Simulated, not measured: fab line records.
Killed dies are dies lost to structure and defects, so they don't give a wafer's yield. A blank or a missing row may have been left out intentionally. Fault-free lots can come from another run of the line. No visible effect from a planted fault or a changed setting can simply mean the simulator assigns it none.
Matching of chambers || flow sky130 || SKY_VIA1_CMP_24 on cmp-01: 4 sister chambers
The step polishes, stops on SiO2, t overpolish 15 s, target thk 0 nm. 24 wafers are shown with their chamber, then 12 later ones without.

## WAFERS, EACH WITH ITS CHAMBER
{"wafer": "L074.3", "chamber": 1, "motor_current_A (A)": 11.7, "time_to_endpoint_s (s)": 68, "overpolish_run_s (s)": 15.008}
{"wafer": "L074.5", "chamber": 0, "motor_current_A (A)": 9.6, "time_to_endpoint_s (s)": 64, "overpolish_run_s (s)": 15.008}
{"wafer": "L074.6", "chamber": 1, "motor_current_A (A)": 11.3, "time_to_endpoint_s (s)": 68, "overpolish_run_s (s)": 14.994}
{"wafer": "L080.1", "chamber": 1, "motor_current_A (A)": 12.1, "time_to_endpoint_s (s)": 71, "overpolish_run_s (s)": 15.009}
{"wafer": "L080.2", "chamber": 0, "motor_current_A (A)": 9.5, "time_to_endpoint_s (s)": 67, "overpolish_run_s (s)": 15.001}
{"wafer": "L080.3", "chamber": 3, "motor_current_A (A)": 9.8, "time_to_endpoint_s (s)": 73, "overpolish_run_s (s)": 15.003}
{"wafer": "L079.2", "chamber": 0, "motor_current_A (A)": 8.9, "time_to_endpoint_s (s)": 67, "overpolish_run_s (s)": 15.013}
{"wafer": "L079.4", "chamber": 1, "motor_current_A (A)": 11.7, "time_to_endpoint_s (s)": 68, "overpolish_run_s (s)": 15.009}
{"wafer": "L079.6", "chamber": 1, "motor_current_A (A)": 12.1, "time_to_endpoint_s (s)": 66, "overpolish_run_s (s)": 15.003}
{"wafer": "L082.2", "chamber": 1, "motor_current_A (A)": 11.9, "time_to_endpoint_s (s)": 68, "overpolish_run_s (s)": 14.990}
{"wafer": "L082.3", "chamber": 2, "motor_current_A (A)": 12.6, "time_to_endpoint_s (s)": 67, "overpolish_run_s (s)": 14.999}
{"wafer": "L082.6", "chamber": 3, "motor_current_A (A)": 9.0, "time_to_endpoint_s (s)": 69, "overpolish_run_s (s)": 14.997}
{"wafer": "L085.3", "chamber": 2, "motor_current_A (A)": 12.8, "time_to_endpoint_s (s)": 66, "overpolish_run_s (s)": 14.993}
{"wafer": "L085.4", "chamber": 3, "motor_current_A (A)": 9.0, "time_to_endpoint_s (s)": 68, "overpolish_run_s (s)": 15.000}
{"wafer": "L085.5", "chamber": 1, "motor_current_A (A)": 12.6, "time_to_endpoint_s (s)": 65, "overpolish_run_s (s)": 14.983}
{"wafer": "L084.2", "chamber": 2, "motor_current_A (A)": 12.2, "time_to_endpoint_s (s)": 69, "overpolish_run_s (s)": 15.015}
{"wafer": "L084.3", "chamber": 1, "motor_current_A (A)": 12.0, "time_to_endpoint_s (s)": 65, "overpolish_run_s (s)": 15.002}
{"wafer": "L084.6", "chamber": 0, "motor_current_A (A)": 9.2, "time_to_endpoint_s (s)": 62, "overpolish_run_s (s)": 14.993}
{"wafer": "L088.3", "chamber": 1, "motor_current_A (A)": 11.6, "time_to_endpoint_s (s)": 65, "overpolish_run_s (s)": 15.007}
{"wafer": "L088.5", "chamber": 0, "motor_current_A (A)": 9.4, "time_to_endpoint_s (s)": 61, "overpolish_run_s (s)": 15.017}
{"wafer": "L088.6", "chamber": 3, "motor_current_A (A)": 10.1, "time_to_endpoint_s (s)": 70, "overpolish_run_s (s)": 14.998}
{"wafer": "L090.1", "chamber": 1, "motor_current_A (A)": 11.6, "time_to_endpoint_s (s)": 66, "overpolish_run_s (s)": 15.003}
{"wafer": "L090.2", "chamber": 2, "motor_current_A (A)": 11.9, "time_to_endpoint_s (s)": 63, "overpolish_run_s (s)": 15.014}
{"wafer": "L090.5", "chamber": 3, "motor_current_A (A)": 9.5, "time_to_endpoint_s (s)": 70, "overpolish_run_s (s)": 15.005}

SIGNATURES, as means of the wafers listed above
{"reading": "motor_current_A", "chamber 0": 9.320, "chamber 1": 11.860, "chamber 2": 12.375, "chamber 3": 9.480, "scatter within a chamber": 0.383}
{"reading": "time_to_endpoint_s", "chamber 0": 64.20, "chamber 1": 67.00, "chamber 2": 66.25, "chamber 3": 70.00, "scatter within a chamber": 2.21}
{"reading": "overpolish_run_s", "chamber 0": 15.00640, "chamber 1": 15.00080, "chamber 2": 15.00525, "chamber 3": 15.00060, "scatter within a chamber": 0.00863}
Rule: for each reading, subtract the chamber's mean from the wafer's reading, divide by that reading's scatter and square the result; add these up over the readings and take the root, which gives the wafer's distance from the chamber. The wafer belongs to the nearest chamber; if the next one is less than 2 further off, it can't be placed. The scatter: take each reading less its chamber's mean, square it, sum over the shown wafers, divide by the number of wafers less the number of chambers, and take the root.

## WAFERS WITHOUT THEIR CHAMBER
{"wafer": "L092.2", "motor_current_A (A)": 9.3, "time_to_endpoint_s (s)": 68, "overpolish_run_s (s)": 15.015}
{"wafer": "L092.4", "motor_current_A (A)": 12.4, "time_to_endpoint_s (s)": 67, "overpolish_run_s (s)": 14.999}
{"wafer": "L092.5", "motor_current_A (A)": 9.4, "time_to_endpoint_s (s)": 65, "overpolish_run_s (s)": 15.008}
{"wafer": "L094.2", "motor_current_A (A)": 11.7, "time_to_endpoint_s (s)": 63, "overpolish_run_s (s)": 15.012}
{"wafer": "L094.3", "motor_current_A (A)": 9.4, "time_to_endpoint_s (s)": 65, "overpolish_run_s (s)": 15.009}
{"wafer": "L094.4", "motor_current_A (A)": 11.9, "time_to_endpoint_s (s)": 68, "overpolish_run_s (s)": 14.986}
{"wafer": "L094.1", "motor_current_A (A)": 9.0, "time_to_endpoint_s (s)": 65, "overpolish_run_s (s)": 15.008}
{"wafer": "L094.5", "motor_current_A (A)": 12.5, "time_to_endpoint_s (s)": 65, "overpolish_run_s (s)": 15.013}
{"wafer": "L094.6", "motor_current_A (A)": 12.4, "time_to_endpoint_s (s)": 63, "overpolish_run_s (s)": 15.015}
{"wafer": "L096.1", "motor_current_A (A)": 9.1, "time_to_endpoint_s (s)": 67, "overpolish_run_s (s)": 14.992}
{"wafer": "L096.2", "motor_current_A (A)": 11.8, "time_to_endpoint_s (s)": 65, "overpolish_run_s (s)": 15.010}
{"wafer": "L096.4", "motor_current_A (A)": 12.5, "time_to_endpoint_s (s)": 64, "overpolish_run_s (s)": 15.008}

## WHICH CHAMBER EACH WENT THROUGH
{"wafer": "L092.2", "from the rows above": "can't be placed: 3 or 0", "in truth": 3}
{"wafer": "L092.4", "from the rows above": "can't be placed: 2 or 1", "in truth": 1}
{"wafer": "L092.5", "from the rows above": "can't be placed: 0 or 3", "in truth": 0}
{"wafer": "L094.2", "from the rows above": "can't be placed: 1 or 2", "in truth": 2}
{"wafer": "L094.3", "from the rows above": "can't be placed: 0 or 3", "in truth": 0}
{"wafer": "L094.4", "from the rows above": "can't be placed: 1 or 2", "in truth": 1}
{"wafer": "L094.1", "from the rows above": "can't be placed: 0 or 3", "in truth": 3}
{"wafer": "L094.5", "from the rows above": "can't be placed: 2 or 1", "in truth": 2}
{"wafer": "L094.6", "from the rows above": "can't be placed: 2 or 1", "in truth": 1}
{"wafer": "L096.1", "from the rows above": "can't be placed: 3 or 0", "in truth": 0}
{"wafer": "L096.2", "from the rows above": "can't be placed: 1 or 2", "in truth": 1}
{"wafer": "L096.4", "from the rows above": "can't be placed: 2 or 1", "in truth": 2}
0 of 12 placed correctly. From these rows, 12 cannot be placed; in 12 the true chamber is one of the candidates. Number placed wrongly: 0.
